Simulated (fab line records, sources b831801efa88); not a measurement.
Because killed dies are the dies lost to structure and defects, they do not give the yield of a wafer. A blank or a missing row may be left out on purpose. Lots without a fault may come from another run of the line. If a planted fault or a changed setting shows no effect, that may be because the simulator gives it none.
A single fault, viewed from 2 desks + flow sky130 + each desk holds nothing but its own numbers, with what lay behind them at the end

## TOOL OWNER'S DESK, implanter-01
SKY_LDD_HVP_IMPLANT_08, tool's own readings: per-lot mean of the sampled wafers with a number, covering each lot this tool ran. Marked OUT: a lot whose mean sits more than 4 standard deviations from the usual mean, which makes it out of limits; the brackets give that distance.
Columns: A = beamOnS at SKY_LDD_HVP_IMPLANT_08, usual 10.00 s; B = doseIonsCm2 at SKY_LDD_HVP_IMPLANT_08, usual 1.7003e+13; C = faradayCurrentUA at SKY_LDD_HVP_IMPLANT_08, usual 95.8
| lot  | first seen here | A               | B          | C               |
|------|-----------------|-----------------|------------|-----------------|
| L666 | day 24 02:37    | 10.02           | 1.7005e+13 | 95.7            |
| L670 | day 25 21:28    | 10.19           | 1.6999e+13 | 94.0            |
| L671 | day 25 22:31    | 12.02 (+10) OUT | 1.6988e+13 | 80.0 (-8.3) OUT |
| L674 | day 27 01:10    | 12.13 (+11) OUT | 1.7005e+13 | 79.1 (-8.8) OUT |
Finding of this desk: L671, L674 out of limits; the first was L671 at day 25 22:31, on beamOnS at SKY_LDD_HVP_IMPLANT_08. In limits: L666, L670.

## FROM THE METROLOGY DESK
What the gauges read for every lot (on any tool): the sampled wafers with a number, averaged. Marked OUT: a lot whose mean sits more than 4 standard deviations from the usual mean, which makes it out of limits; the brackets give that distance.
Columns: A = LDD_HVP_OVL at SKY_LDD_HVP_OVL_MEAS_07, usual 0.1 nm; B = LDD_HVP_TW at SKY_LDD_HVP_TW_MEAS_10, usual 461; C = LDD_LDN_OVL at SKY_LDD_LDN_OVL_MEAS_07, usual 0.7 nm
| lot  | first seen here | A    | B              | C    |
|------|-----------------|------|----------------|------|
| L660 | day 21 22:44    | -1.2 | 464            | 1.3  |
| L661 | day 22 12:52    | 2.6  | 466            | -0.3 |
| L663 | day 23 06:31    | 1.6  | 453            | -0.6 |
| L665 | day 23 12:20    | -0.3 | 465            | -0.1 |
| L664 | day 23 17:35    | 1.5  | 467            | 0.3  |
| L666 | day 24 02:32    | -0.5 | 459            | -0.3 |
| L670 | day 25 21:26    | 0.1  | 461            | 1.5  |
| L671 | day 25 22:29    | 1.4  | 495 (+7.1) OUT | 1.4  |
| L674 | day 27 01:08    | -1.8 | 494 (+6.9) OUT | -0.7 |
| L677 | day 27 18:12    | 0.7  | 462            | 0.2  |
| L678 | day 28 06:46    | 2.5  | 461            | 3.2  |
| L681 | day 29 05:50    | -1.9 | 454            | 1.5  |
This desk finds L671, L674 out of limits, with the earliest case on L671 at day 25 22:46 (LDD_HVP_TW at SKY_LDD_HVP_TW_MEAS_10). In limits: L660, L661, L663, L665, L664, L666, L670, L677, L678, L681.

## TAKEN TOGETHER
An alarm could have come from the tool owner's desk at day 25 22:31, on L671, L674.
At day 25 22:46 the metrology desk could have sounded an alarm, on L671, L674.
SKY_LDD_HVP_IMPLANT_08 was run on implanter-01 by each of the lots named.

## WHAT THE SIMULATOR HAD PUT IN
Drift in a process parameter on implanter-01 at SKY_LDD_HVP_IMPLANT_08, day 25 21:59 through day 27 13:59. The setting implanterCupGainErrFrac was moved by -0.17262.
Struck lots among those shown: L671, L674.
Time in hours from fault onset to the first out-of-limits reading at each desk: tool owner's desk 1, metrology desk 1.
